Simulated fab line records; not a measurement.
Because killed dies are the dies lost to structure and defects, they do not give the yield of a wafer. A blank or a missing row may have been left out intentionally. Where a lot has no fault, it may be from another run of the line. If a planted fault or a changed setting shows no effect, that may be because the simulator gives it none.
Which tool was responsible? ; flow gf180mcu ; Sampling: 15 lots, 45 wafers, 4 of 602 route steps

== WHAT THE GAUGES SHOWED, per wafer ==
GF_STI_THK_MEAS_22.
lot;measured;on;STI_OXIDATION_01_THK (nm)
L115;day 2 03:01;film-metro-02;15.0 14.9 15.1
L117;day 2 13:47;film-metro-02;15.2 15.4 15.3
L118;day 2 18:32;film-metro-03;15.1 15.3 15.2
L119;day 2 23:44;film-metro-03;15.4 15.2 15.3
L120;day 3 04:49;film-metro-03;14.6 15.0 14.7
L122;day 3 15:26;film-metro-03;15.6 15.5 15.7
L123;day 3 20:08;film-metro-02;15.0 15.4 15.2
L125;day 4 06:17;film-metro-03;15.2 15.0 15.0
L127;day 4 17:07;film-metro-03;14.9 15.2 15.0
L129;day 5 06:02;film-metro-03;14.9 15.0 15.0
L132;day 5 18:23;film-metro-03;14.7 14.6 14.9
L133;day 5 23:07;film-metro-03;15.1 15.3 15.2
L134;day 6 05:25;film-metro-03;14.5 14.3 14.3
L135;day 6 10:51;film-metro-02;14.7 14.7 14.9
L138;day 7 05:01;film-metro-02;15.2 14.8 14.9

GF_MVSD_OVL_MEAS_07.
lot;measured;on;MVSD_OVL (nm)
L115;day 4 08:01;overlay-02;-2.4 -6.0 -2.9
L117;day 4 20:44;overlay-02;-3.6 -1.2 -2.4
L118;day 5 02:58;overlay-02;-1.9 -2.7 -1.5
L119;day 5 08:10;overlay-01;-0.1 -0.4 0.0
L120;day 5 14:28;overlay-01;1.7 -1.5 0.4
L122;day 6 02:34;overlay-02;0.3 -0.1 0.3
L123;day 6 08:09;overlay-01;-0.7 -0.3 -1.8
L125;day 6 19:16;overlay-02;0.1 -0.8 -0.5
L127;day 7 08:04;overlay-01;1.2 -0.9 -0.8
L129;day 7 23:26;overlay-01;-1.6 -1.1 -0.5
L135;day 9 13:03;overlay-02;-1.4 0.7 -3.5
L138;day 10 01:34;overlay-02;-1.5 -1.3 -2.7

GF_VT_IMPLANT_RS_MEAS_46: the measuring method here is four-point-probe.
lot;measured;on;MVSD_RS (ohm/sq)
L115;day 7 09:22;film-metro-02;456.6 455.8 456.8
L117;day 8 00:24;film-metro-04;456.9 457.4 457.0
L118;day 8 06:01;film-metro-04;455.3 457.0 456.3
L119;day 8 20:45;film-metro-02;458.0 459.0 458.4
L120;day 8 20:52;film-metro-04;457.0 457.4 456.9
L122;day 9 12:16;film-metro-02;454.6 453.4 453.7
L123;day 9 14:08;film-metro-04;457.8 457.3 457.6
L125;day 10 06:45;film-metro-04;456.7 456.5 456.7
L127;day 10 21:40;film-metro-04;456.5 457.8 456.9
L129;day 11 16:24;film-metro-02;458.2 457.8 457.1
L135;day 13 11:55;film-metro-02;454.1 457.1 455.8
L138;day 14 03:31;film-metro-04;455.5 456.6 456.4

== WHICH TOOL RAN EACH LOT (tool, then ch and the chambers of the sampled wafers, then the start) ==
lot;GF_STI_PEB_10
L115;litho-track-01 ch 0, day 2 00:49
L117;litho-track-03 ch 0, day 2 11:35
L118;litho-track-03 ch 0, day 2 15:59
L119;litho-track-01 ch 0, day 2 21:34
L120;litho-track-03 ch 0, day 3 02:33
L122;litho-track-02 ch 0, day 3 13:13
L123;litho-track-02 ch 0, day 3 17:59
L125;litho-track-02 ch 0, day 4 04:08
L127;litho-track-03 ch 0, day 4 14:38
L129;litho-track-02 ch 0, day 5 03:34
L132;litho-track-03, day 5 16:11
L133;litho-track-02, day 5 20:56
L134;litho-track-02, day 6 03:14
L135;litho-track-03 ch 0, day 6 08:08
L138;litho-track-01 ch 0, day 7 00:38
- GF_STI_PEB_10: peb time 90 s.

== WHAT THE TOOLS THEMSELVES READ (means of the sampled wafers that have a number; where no wafer has one, the mark that the record gives instead) ==
GF_STI_PEB_10.
lot;tool;chill-plate-temp-C (C);exhaust-pa (Pa)
L115;litho-track-01;22.96;44.9
L117;litho-track-03;23.21;45.4
L118;litho-track-03;23.11;45.0
L119;litho-track-01;22.94;43.4
L120;litho-track-03;23.02;45.3
L122;litho-track-02;23.10;45.0
L123;litho-track-02;23.04;44.8
L125;litho-track-02;22.92;44.9
L127;litho-track-03;23.00;44.6
L129;litho-track-02;23.03;45.6
L132;litho-track-03;-;-
L133;litho-track-02;-;-
L134;litho-track-02;-;-
L135;litho-track-03;23.15;45.5
L138;litho-track-01;22.98;44.5

== THE ANSWER, worked out from the rows above alone ==
Rule: the usual values come from the lots themselves. The widest of any qualifying gaps counts: lots, ordered by their means at a reading, are off when they make up no more than a third of the lots, leave a main group of 4 or more, and stand apart from it by 3 or more times the standard deviation of that group's means. A main group whose means are all the same, to the digits that the tables above print for the reading, isn't used. A lot without any number at a reading at which 4 lots or more have one is off too. The other lots that the step has rows for count as sound. First the gauges in route order, then the tools' own readings, where a lot's mean is used as printed above. The first step at which some lot is off is used, and at that step the reading that is off furthest; a lot without a number counts as furthest.
Off, at GF_STI_PEB_10 on chill-plate-temp-C: L132, L133, L134. Without a number there: L132, L133, L134. The main group has a mean of 23.04 C with a standard deviation of 0.085.
If a tool, at that step or one of the process steps before it, ran each lot that is off and ran no sound lot following the first of them, it fits. None of those tried fits.

== WHAT HAD BEEN PUT IN BY THE SIMULATOR ==
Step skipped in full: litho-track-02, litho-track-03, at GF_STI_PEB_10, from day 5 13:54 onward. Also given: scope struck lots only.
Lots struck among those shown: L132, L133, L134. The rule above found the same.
